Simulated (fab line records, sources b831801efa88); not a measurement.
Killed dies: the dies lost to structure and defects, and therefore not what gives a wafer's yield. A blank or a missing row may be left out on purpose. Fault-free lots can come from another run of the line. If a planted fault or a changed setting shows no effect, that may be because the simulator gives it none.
A lot that was struck, set against a sound lot + flow sky130 + 44 steps out of a route of 708
Sound: the wafers L945.2, L945.3, L945.6. Struck: wafer L952.5; the same lot's L952.4 was not struck, so it is left out; see the end for the cause.
For every step that has rows: the tool of each side, followed by ch and its chambers, followed by its first start. Under that, the readings that differ: sound wafers + struck wafers + difference of the means + sigmas: that difference in standard deviations of wafers without a fault.
alike: same words and numbers on both sides, and readings whose means sit less than 2 such deviations apart. not compared: any withheld reading, any reading some wafer has no value for, any bound like >300 that may hide the same value, and any number with overlapping values for which the record gives no deviation.
Wherever a step has rows on one side only, a row that says differs or no value, or a row with sigmas, the two part there. When numbers do not overlap yet have no deviation, they are printed without sigmas and do not part them. Lack of a reading on every wafer of one side parts them only where that side has two or more wafers.

SKY_FIELD_ISO_THK_MEAS_02:
  struck on film-metro-04, day 4 23:03; sound on film-metro-04, day 3 09:18
  alike: FIELD_ISO_OXIDATION_00_THK
then, 1 step without rows for these wafers: SKY_FIELD_ISO_CVD_03 (deposits Si3N4 from DCS/NH3, target thk 165 nm, time 2830 s).
SKY_FIELD_ISO_THK_MEAS_04:
  struck on film-metro-01, day 5 00:53; sound on film-metro-01, day 3 14:58
| reading                   | sound             | struck | difference | sigmas |
|---------------------------|-------------------|--------|------------|--------|
| FIELD_ISO_CVD_03_THK (nm) | 164.4 162.8 163.2 | 166.9  | +3.4       | +2     |
then, 8 steps without rows for these wafers: SKY_FIELD_ISO_DEHYDRATE_05 (time 60 s); SKY_FIELD_ISO_HMDS_06 (prime time 60 s); SKY_FIELD_ISO_COAT_07 (resist thk 60 nm); SKY_FIELD_ISO_COAT_08 (resist thk 450 nm); SKY_FIELD_ISO_SOFTBAKE_09 (time 90 s); SKY_FIELD_ISO_EXPOSE_10 (exposes mask FOM, target cd 150 nm); SKY_FIELD_ISO_PEB_11; SKY_FIELD_ISO_DEVELOP_12 (develop time 60 s).
SKY_FIELD_ISO_CD_MEAS_13: target cd 150 nm.
  struck on cd-sem-01, day 5 19:31; sound on cd-sem-02, day 4 07:52
  alike: cd-nm
SKY_FIELD_ISO_ETCH_14: etches BARC in N2/H2, stops on SiO2, time 45.9 s, target depth 60 nm.
  sound on rie-diel-01 ch 0,1, day 4 07:58; struck on rie-diel-01 ch 3, day 5 19:34
| reading                                          | sound                | struck | difference | sigmas |
|--------------------------------------------------|----------------------|--------|------------|--------|
| oes-product-au (a.u.)                            | 0.848 0.857 0.856    | 0.708  | -0.146     | -32    |
| throttle-valve-pct (%)                           | 13.226 13.220 13.230 | 13.205 | -0.020     | -2     |
| model.KrF-thick_of_FIELD_ISO_COAT_08.thk-nm (nm) | 392.5 391.9 392.2    | 415.3  | +23.1      |        |
| model.etch.depth-nm (nm)                         | 60.08 60.17 59.87    | 41.98  | -18.06     |        |
| model.FIELD_ISO.cd-nm (nm)                       | 150.2 150.9 150.3    | 154.7  | +4.2       |        |
  alike: drypump-motor-current-A
  not compared: rf-hours-counter-h
SKY_FIELD_ISO_ETCH_15: etches the open film in CHF3/O2, stops on Si, target depth 180 nm, time 72 s.
  sound on rie-diel-01 ch 0,1, day 4 08:01; struck on rie-diel-01 ch 3, day 5 19:37
| reading                                          | sound             | struck | difference | sigmas |
|--------------------------------------------------|-------------------|--------|------------|--------|
| oes-product-au (a.u.)                            | 0.941 0.937 0.940 | 0.373  | -0.566     | -79    |
| throttle-valve-pct (%)                           | 8.837 8.865 8.840 | 8.680  | -0.167     | -19    |
| model.KrF-thick_of_FIELD_ISO_COAT_08.thk-nm (nm) | 238.7 234.2 236.7 | 260.5  | +24.0      |        |
  alike: drypump-motor-current-A
  not compared: rf-hours-counter-h
SKY_FIELD_ISO_STRIP_16: strips in O2/N2.
  sound on plasma-asher-01 ch 0,1, day 4 08:04; struck on plasma-asher-02 ch 1, day 5 19:42
| reading                      | sound             | struck | difference | sigmas |
|------------------------------|-------------------|--------|------------|--------|
| oes-product-au (a.u.)        | 0.378 0.376 0.372 | 0.387  | +0.012     | +3     |
| strip-time-to-endpoint-s (s) | 3.575 3.531 3.551 | 3.811  | +0.259     | +9     |
  alike: drypump-motor-current-A
  not compared: rf-hours-counter-h
SKY_FIELD_ISO_ETCH_17: etches Si in HBr/Cl2/O2, target depth 342 nm, time 97.7 s.
  sound on rie-si-02 ch 1,3, day 4 08:10; struck on rie-si-01 ch 2, day 5 19:46
| reading                    | sound             | struck | difference | sigmas |
|----------------------------|-------------------|--------|------------|--------|
| model.FIELD_ISO.cd-nm (nm) | 151.1 152.3 151.6 | 155.2  | +3.5       |        |
  alike: drypump-motor-current-A, oes-product-au, throttle-valve-pct
  not compared: rf-hours-counter-h
then, 5 steps without rows for these wafers: SKY_FIELD_ISO_WET_ETCH_18 (etches Si3N4 in H3PO4, target depth 25 nm, time 286 s); SKY_FIELD_ISO_CLEAN_19 (cleans in SC1/SC2, time 150 s); SKY_FIELD_ISO_CLEAN_20 (cleans in dHF, time 20 s); SKY_FIELD_ISO_WET_ETCH_21 (etches SiO2 in dHF, target depth 20 nm, time 400 s); SKY_FIELD_ISO_OXIDATION_22 (stabilise 600 s, purge 300 s, target thk 10 nm).
SKY_FIELD_ISO_THK_MEAS_23:
  struck on film-metro-03, day 5 21:50; sound on film-metro-01, day 4 11:34
  alike: FIELD_ISO_OXIDATION_01_THK
then, 1 step without rows for these wafers: SKY_FIELD_ISO_CVD_24 (deposits SiO2, target thk 595 nm, time 99.2 s).
SKY_FIELD_ISO_THK_MEAS_25:
  struck on film-metro-04, day 5 21:58; sound on film-metro-04, day 4 11:42
  alike: FIELD_ISO_CVD_24_THK
then, 1 step without rows for these wafers: SKY_FIELD_ISO_ANNEAL_26 (time 1800 s).
SKY_FIELD_ISO_CMP_27: polishes, stops on Si3N4, t overpolish 16 s, target thk 457.8 nm.
  sound on cmp-01 ch 0,1, day 4 16:03; struck on cmp-02 ch 3, day 5 23:30
  alike: motor-current-A, platen-rpm
then, 5 steps without rows for these wafers: SKY_FIELD_ISO_WET_ETCH_28 (etches SiO2 in dHF, target depth 23.7 nm, time 47 s); SKY_FIELD_ISO_WET_ETCH_29 (etches Si3N4 in H3PO4, target depth 160 nm, time 1825 s); SKY_FIELD_ISO_WET_ETCH_30 (etches SiO2 in dHF, target depth 25 nm, time 50 s); SKY_NWELL_CLEAN_00 (cleans in SC1/SC2, time 150 s); SKY_NWELL_OXIDATION_01 (stabilise 600 s, purge 300 s, target thk 10 nm).
SKY_NWELL_THK_MEAS_02:
  struck on film-metro-02, day 6 02:05; sound on film-metro-03, day 4 21:31
  alike: NWELL_OXIDATION_THK
then, 8 steps without rows for these wafers: SKY_DNWELL_DEHYDRATE_00 (time 60 s); SKY_DNWELL_HMDS_01 (prime time 60 s); SKY_DNWELL_COAT_02 (resist thk 3000 nm); SKY_DNWELL_SOFTBAKE_03; SKY_DNWELL_EXPOSE_04 (exposes mask DNM, target cd 3000 nm); SKY_DNWELL_PEB_05; SKY_DNWELL_DEVELOP_06 (develop time 60 s); SKY_DNWELL_IMPLANT_07.
SKY_DNWELL_STRIP_08: strips in O2/N2.
  sound on plasma-asher-03 ch 0,1, day 5 15:03; struck on plasma-asher-01 ch 1, day 6 20:31
| reading               | sound             | struck | difference | sigmas |
|-----------------------|-------------------|--------|------------|--------|
| oes-product-au (a.u.) | 0.729 0.720 0.720 | 0.713  | -0.010     | -2     |
  alike: drypump-motor-current-A, strip-time-to-endpoint-s
  not compared: rf-hours-counter-h
SKY_DNWELL_TW_MEAS_09:
  struck on film-metro-04, day 6 20:37; sound on film-metro-04, day 5 15:10
  alike: DNWELL_TW
SKY_PWDE_OVL_MEAS_07:
  struck on overlay-02, day 7 15:35; sound on overlay-01, day 6 10:02
  not compared: PWDE_OVL
SKY_NWELL_OVL_MEAS_10:
  struck on overlay-02, day 8 12:44; sound on overlay-02, day 7 04:38
  not compared: NWELL_00_OVL

WHERE THEY PART
At SKY_FIELD_ISO_THK_MEAS_04 first; at SKY_DNWELL_STRIP_08 last (within this record only). Later steps at which nothing parts them and some readings are alike: SKY_DNWELL_TW_MEAS_09.

WHY: the cause the simulator had injected
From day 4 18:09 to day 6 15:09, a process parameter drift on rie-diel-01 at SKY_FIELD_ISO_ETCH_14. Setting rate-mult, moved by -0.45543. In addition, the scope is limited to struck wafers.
